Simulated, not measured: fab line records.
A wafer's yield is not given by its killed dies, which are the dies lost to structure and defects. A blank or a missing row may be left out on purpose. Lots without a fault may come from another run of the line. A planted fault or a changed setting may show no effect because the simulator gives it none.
fab line records	flow gf180mcu
record: lots: 14	wafers: 40	last_day: 34
route steps=602 shown VT_IMPLANT@133 DUAL_GATE@152 PSD@261 NSD@262
lots with no fault: from the same line, run without faults
start_h: the number of hours between the record's first day and the start of the first shown wafer of the lot	wait_h: hours elapsed since this lot's preceding step	" the same as in the row above	L1.1+2: one row covering several wafers at once	- either no value or no given start	* or withheld: withheld	< > ~ a bound
route shown NAME@n: names a module that has steps shown in the file, with the first one's number in the route	usual: mean/standard deviation taken from wafers without a fault	same: alike in all rows	chamber/n: place in a boat	sites: per-site readings	_std_site: the values' standard deviation	_edge_site: outer sites' mean less inner sites'	radius_mm: for every site, how far away it sits from the centre of the wafer	mask NAME#n: copy n	behind: tool/chamber where the wafer was last shaped	hold: why the lot was held/for how many hours/how that ended	device: the transistor (n, p or np) that didn't switch	end of line: the route-end tests of the same wafers	step lacking rows: just its recipe	killed: at the first sort, the dies lost to defects and structure; wafer yield is something else	map: shows each die of a wafer: x if killed, . if not, _ if none is there
set.NAME: the run value of the setting; set.NAME@STEP: its run value at that earlier step	model.NAME: the simulator's own value behind a step, which no gauge read
one table for each step of the route and one row for each wafer, over a sample of lots
services: the hour from which a tool's chamber was out of use, counted from the record's first day as start_h (under 0 if before that day), plus the number of hours and why
== steps ==
step: GF_VT_IMPLANT_TW_MEAS_43
usual: VT_IMPLANT_4_TW: 696/4.8
lot.wafer	tool	chamber	start_h	wait_h	VT_IMPLANT_4_TW
L572.1	film_metro-03	-	170.92	0.1	698
L572.4	"	-	"	"	699
L572.5	"	-	"	"	691
L573.2	film_metro-01	-	175.93	0.1	697
L573.3	"	-	"	"	696
L573.5	"	-	"	"	696
L574.2	film_metro-01	-	181.43	0.1	694
L574.4	"	-	"	"	702
L574.5	"	-	"	"	702
L576.2	film_metro-03	-	194.63	0.1	690
L576.5	"	-	"	"	692
L576.6	"	-	"	"	695
L577.3	film_metro-02	-	202.09	0.1	698
L577.4	"	-	"	"	700
L577.6	"	-	"	"	702
L578.2	film_metro-02	-	206.73	0.1	694
L578.4	"	-	"	"	696
L578.5	"	-	"	"	699
L580.1	film_metro-02	-	221.87	0.1	700
L580.3	"	-	"	"	697
L580.4	"	-	"	"	694
L583.5	film_metro-02	-	246.30	0.0	703
L583.6	"	-	"	"	695
L584.4	film_metro-02	-	252.65	0.1	704
L584.5	"	-	"	"	701
L584.6	"	-	"	"	700
L586.5	film_metro-02	-	261.60	0.0	697
L586.6	"	-	"	"	704
L589.3	film_metro-03	-	295.12	0.1	693
L589.5	"	-	"	"	689
L589.6	"	-	"	"	690
L591.2	film_metro-01	-	307.33	0.1	700
L591.4	"	-	"	"	702
L591.5	"	-	"	"	699
L592.2	film_metro-03	-	307.63	0.1	693
L592.4	"	-	"	"	693
L592.6	"	-	"	"	693
L593.2	film_metro-03	-	313.07	0.1	687
L593.3	"	-	"	"	686
L593.6	"	-	"	"	691
step: GF_VT_IMPLANT_RTA_45
recipe: temp_c: 1050	time_s: 30	ambient: N2
usual: lamp_power_pct: 39/3.1	run_length_s: 59.2/0.78	wafer_temp_C_max: 1054.8/2
lot.wafer	tool	chamber	start_h	wait_h	lamp_power_pct	run_length_s	wafer_temp_C_max
L572.1	rtp_anneal-02	0	171.03	0.0	42	59.1	1053.4
L572.4	"	0	"	"	42	59.6	1053.4
L572.5	"	0	"	"	42	59.1	1051.9
L573.2	rtp_anneal-01	0	176.05	0.0	36	58.8	1057.1
L573.3	"	0	"	"	36	58.8	1056.3
L573.5	"	0	"	"	36	58.6	1058.8
L574.2	rtp_anneal-01	0	181.55	0.0	36	58.6	1054.4
L574.4	"	0	"	"	36	58.7	1053.7
L574.5	"	0	"	"	36	58.5	1057.5
L576.2	rtp_anneal-02	0	194.75	0.0	42	59.1	1053.2
L576.5	"	0	"	"	42	59.3	1051.9
L576.6	"	0	"	"	42	59.1	1053.6
L577.3	rtp_anneal-02	0	202.21	0.0	42	59.2	1055.2
L577.4	"	0	"	"	42	59.0	1054.1
L577.6	"	0	"	"	42	59.3	1053.0
L578.2	rtp_anneal-01	0	206.85	0.0	36	58.5	1057.2
L578.4	"	0	"	"	36	58.7	1057.5
L578.5	"	0	"	"	36	58.7	1056.8
L580.1	rtp_anneal-01	0	221.98	0.0	36	58.9	1055.3
L580.3	"	0	"	"	36	58.5	1056.1
L580.4	"	0	"	"	36	58.6	1054.6
L583.5	rtp_anneal-01	0	246.44	0.1	36	58.6	1055.0
L583.6	"	0	"	"	36	58.4	1058.2
L584.4	rtp_anneal-02	0	252.78	0.1	42	59.5	1054.1
L584.5	"	0	"	"	42	59.0	1053.5
L584.6	"	0	"	"	42	59.2	1054.1
L586.5	rtp_anneal-02	0	261.74	0.1	42	59.4	1052.8
L586.6	"	0	"	"	42	59.1	1053.4
L589.3	rtp_anneal-01	0	295.28	0.1	36	60.8	1054.2
L589.5	"	0	"	"	36	61.0	1054.6
L589.6	"	0	"	"	36	60.9	1056.9
L591.2	rtp_anneal-01	0	307.44	0.0	36	58.7	1055.6
L591.4	"	0	"	"	36	58.6	1055.1
L591.5	"	0	"	"	36	58.5	1055.5
L592.2	rtp_anneal-02	0	307.74	0.0	42	59.0	1052.7
L592.4	"	0	"	"	42	59.4	1052.7
L592.6	"	0	"	"	42	59.1	1052.1
L593.2	rtp_anneal-01	0	313.18	0.0	36	58.5	1056.1
L593.3	"	0	"	"	36	58.8	1057.2
L593.6	"	0	"	"	36	58.8	1057.0
step: GF_DUAL_GATE_OVL_MEAS_11
usual: DUAL_GATE_OVL: 0.6/1.3
lot.wafer	tool	chamber	start_h	wait_h	DUAL_GATE_OVL[nm]
L572.1	overlay-01	-	189.33	0.1	0.7
L572.4	"	-	"	"	1.2
L572.5	"	-	"	"	1.1
L573.2	overlay-02	-	196.05	0.1	3.0
L573.3	"	-	"	"	1.3
L573.5	"	-	"	"	1.3
L574.2	overlay-02	-	200.62	0.1	0.1
L574.4	"	-	"	"	-0.4
L574.5	"	-	"	"	2.9
L576.2	overlay-02	-	214.17	0.1	1.8
L576.5	"	-	"	"	-0.3
L576.6	"	-	"	"	0.9
L577.3	overlay-01	-	220.93	0.1	0.8
L577.4	"	-	"	"	0.7
L577.6	"	-	"	"	0.0
L578.2	overlay-01	-	226.87	0.1	0.8
L578.4	"	-	"	"	0.1
L578.5	"	-	"	"	1.1
L580.1	overlay-01	-	243.33	0.1	3.3
L580.3	"	-	"	"	2.0
L580.4	"	-	"	"	2.4
L583.5	overlay-02	-	267.02	0.0	0.7
L583.6	"	-	"	"	0.9
L584.4	overlay-01	-	274.50	0.1	0.8
L584.5	"	-	"	"	2.5
L584.6	"	-	"	"	-0.7
L586.5	overlay-02	-	283.31	0.0	0.7
L586.6	"	-	"	"	2.9
L589.3	overlay-01	-	317.43	0.1	0.7
L589.5	"	-	"	"	2.6
L589.6	"	-	"	"	1.5
L591.2	overlay-01	-	330.45	0.1	1.5
L591.4	"	-	"	"	0.3
L591.5	"	-	"	"	2.0
L592.2	overlay-01	-	330.75	0.1	0.1
L592.4	"	-	"	"	1.3
L592.6	"	-	"	"	-0.3
L593.2	overlay-01	-	336.60	0.1	0.7
L593.3	"	-	"	"	0.3
L593.6	"	-	"	"	1.5
step: GF_PSD_RTA_13
recipe: temp_c: 1025	time_s: 20	ambient: N2
usual: lamp_power_pct: 37/3	run_length_s: 49.0/0.5	wafer_temp_C_max: 1029.7/1.8
lot.wafer	tool	chamber	start_h	wait_h	lamp_power_pct	run_length_s	wafer_temp_C_max
L572.1	rtp_anneal-02	0	333.75	0.0	40	49.2	1028.0
L572.4	"	0	"	"	40	49.0	1028.8
L572.5	"	0	"	"	40	49.0	1028.7
L573.2	rtp_anneal-02	0	340.43	0.0	40	49.1	1027.8
L573.3	"	0	"	"	40	49.0	1026.9
L573.5	"	0	"	"	40	49.1	1027.1
L574.2	rtp_anneal-02	0	346.89	0.0	40	49.1	1028.2
L574.4	"	0	"	"	40	49.1	1026.7
L574.5	"	0	"	"	40	49.1	1027.1
L576.2	rtp_anneal-01	0	364.54	0.0	34	48.7	1030.6
L576.5	"	0	"	"	34	48.6	1029.7
L576.6	"	0	"	"	34	48.6	1029.1
L577.3	rtp_anneal-01	0	374.22	0.0	34	48.7	1030.5
L577.4	"	0	"	"	34	48.5	1031.3
L577.6	"	0	"	"	34	48.9	1031.9
L578.2	rtp_anneal-01	0	379.09	0.0	34	48.5	1030.0
L578.4	"	0	"	"	34	48.5	1031.0
L578.5	"	0	"	"	34	48.5	1031.4
L580.1	rtp_anneal-02	0	399.66	0.0	40	49.1	1027.2
L580.3	"	0	"	"	40	49.2	1027.4
L580.4	"	0	"	"	40	49.2	1027.0
L583.5	rtp_anneal-02	0	429.23	0.1	40	55.5	1029.1
L583.6	"	0	"	"	40	55.5	1028.7
L584.4	rtp_anneal-02	0	439.90	0.0	40	49.2	1027.3
L584.5	"	0	"	"	40	55.8	1027.0
L584.6	"	0	"	"	40	55.8	1029.0
L586.5	rtp_anneal-02	0	451.10	0.1	40	55.6	1029.0
L586.6	"	0	"	"	40	55.7	1027.1
L589.3	rtp_anneal-01	0	490.55	0.0	34	48.7	1030.7
L589.5	"	0	"	"	34	48.5	1032.5
L589.6	"	0	"	"	34	48.4	1029.9
L592.2	rtp_anneal-01	0	504.74	0.0	34	48.4	1031.1
L592.4	"	0	"	"	34	48.7	1031.8
L592.6	"	0	"	"	34	48.5	1032.1
L591.2	rtp_anneal-01	0	505.02	0.0	34	49.0	1030.7
L591.4	"	0	"	"	34	48.8	1030.5
L591.5	"	0	"	"	34	48.8	1030.9
L593.2	rtp_anneal-01	0	510.49	0.0	34	49.1	1032.2
L593.3	"	0	"	"	34	48.5	1030.6
L593.6	"	0	"	"	34	48.8	1031.1
step: GF_PSD_RS_MEAS_14
recipe: thk_meas_gauge: four-point-probe
usual: NSD_RS: 46.18/0.092
lot.wafer	tool	chamber	start_h	wait_h	NSD_RS[ohm/sq]
L572.1	film_metro-03	-	333.83	0.1	46.16
L572.4	"	-	"	"	46.03
L572.5	"	-	"	"	46.09
L573.2	film_metro-01	-	340.52	0.1	46.13
L573.3	"	-	"	"	46.10
L573.5	"	-	"	"	46.26
L574.2	film_metro-03	-	346.98	0.1	46.24
L574.4	"	-	"	"	46.22
L574.5	"	-	"	"	46.30
L576.2	film_metro-02	-	364.63	0.1	46.03
L576.5	"	-	"	"	46.12
L576.6	"	-	"	"	46.01
L577.3	film_metro-01	-	374.32	0.1	46.15
L577.4	"	-	"	"	46.25
L577.6	"	-	"	"	46.21
L578.2	film_metro-02	-	379.18	0.1	46.16
L578.4	"	-	"	"	46.11
L578.5	"	-	"	"	46.19
L580.1	film_metro-02	-	399.74	0.1	46.14
L580.3	"	-	"	"	46.27
L580.4	"	-	"	"	46.15
L583.5	film_metro-01	-	429.34	0.1	44.78
L583.6	"	-	"	"	44.66
L584.4	film_metro-03	-	440.01	0.1	46.20
L584.5	"	-	"	"	44.93
L584.6	"	-	"	"	44.96
L586.5	film_metro-01	-	451.21	0.1	44.88
L586.6	"	-	"	"	44.89
L589.3	film_metro-02	-	490.65	0.1	46.19
L589.5	"	-	"	"	46.12
L589.6	"	-	"	"	46.05
L592.2	film_metro-03	-	504.83	0.1	46.39
L592.4	"	-	"	"	46.21
L592.6	"	-	"	"	46.25
L591.2	film_metro-02	-	505.11	0.1	45.99
L591.4	"	-	"	"	45.96
L591.5	"	-	"	"	46.04
L593.2	film_metro-01	-	510.58	0.1	46.08
L593.3	"	-	"	"	46.06
L593.6	"	-	"	"	46.20
step: GF_PSD_RS_MEAS_15
recipe: thk_meas_gauge: four-point-probe
usual: PSD_RS: 108.62/0.28
lot.wafer	tool	chamber	start_h	wait_h	PSD_RS[ohm/sq]
L572.1	film_metro-03	-	333.95	0.1	108.73
L572.4	"	-	"	"	108.20
L572.5	"	-	"	"	108.60
L573.2	film_metro-01	-	340.64	0.1	108.71
L573.3	"	-	"	"	108.19
L573.5	"	-	"	"	108.68
L574.2	film_metro-03	-	347.10	0.1	108.97
L574.4	"	-	"	"	108.98
L574.5	"	-	"	"	109.08
L576.2	film_metro-02	-	364.75	0.1	108.68
L576.5	"	-	"	"	108.10
L576.6	"	-	"	"	108.16
L577.3	film_metro-01	-	374.44	0.1	108.53
L577.4	"	-	"	"	108.57
L577.6	"	-	"	"	108.44
L578.2	film_metro-02	-	379.30	0.1	108.25
L578.4	"	-	"	"	108.42
L578.5	"	-	"	"	108.62
L580.1	film_metro-02	-	399.86	0.1	108.35
L580.3	"	-	"	"	108.61
L580.4	"	-	"	"	108.77
L583.5	film_metro-01	-	429.46	0.1	105.08
L583.6	"	-	"	"	104.94
L584.4	film_metro-03	-	440.13	0.1	109.06
L584.5	"	-	"	"	105.87
L584.6	"	-	"	"	105.91
L586.5	film_metro-01	-	451.33	0.1	105.34
L586.6	"	-	"	"	105.49
L589.3	film_metro-02	-	490.77	0.1	108.73
L589.5	"	-	"	"	108.32
L589.6	"	-	"	"	108.52
L592.2	film_metro-03	-	504.95	0.1	108.95
L592.4	"	-	"	"	108.88
L592.6	"	-	"	"	108.40
L591.2	film_metro-02	-	505.23	0.1	108.13
L591.4	"	-	"	"	108.30
L591.5	"	-	"	"	108.53
L593.2	film_metro-01	-	510.70	0.1	108.40
L593.3	"	-	"	"	108.26
L593.6	"	-	"	"	108.41
== services ==
tool	chamber	start_h	hours	kind
rtp_anneal-02	-	351.16	4.9	pm
== key ==
first_sign: step: GF_PSD_RTA_13	reading: run_length_s	direction: up	sigmas: 13	usual: *	struck: *
effect: step: GF_PSD_RS_MEAS_14	reading: NSD_RS	direction: down	sigmas: 14	usual: 46.18	struck: 44.85
effect: step: GF_PSD_RS_MEAS_15	reading: PSD_RS	direction: down	sigmas: 11	usual: 108.62	struck: 105.44
met_at GF_PSD_RTA_13
struck_lots L583,L584,L586
struck_wafers L583.5,L583.6,L584.5,L584.6,L586.5,L586.6
tester_left_out L583,L584,L586
not_acting_at GF_VT_IMPLANT_TW_MEAS_43,GF_VT_IMPLANT_RTA_45,GF_DUAL_GATE_OVL_MEAS_11
onset_between 399.66 429.23
fault: kind: process_parameter_drift	tool: rtp_anneal-02	chamber: -	onset_h: 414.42	steps: GF_PSD_RTA_13	channel: time_s	offset: *	shape: step	end_h: 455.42	scope: struck_wafers_only	acts_in: *	stated: *
tester_left_out: of these lots the tester's yield and bins aren't shown, on N5 and GAA mostly nor the transistor test; their killed dies are dies lost to structure and defects alone, not to doping, threshold or leakage, so they don't give the yield
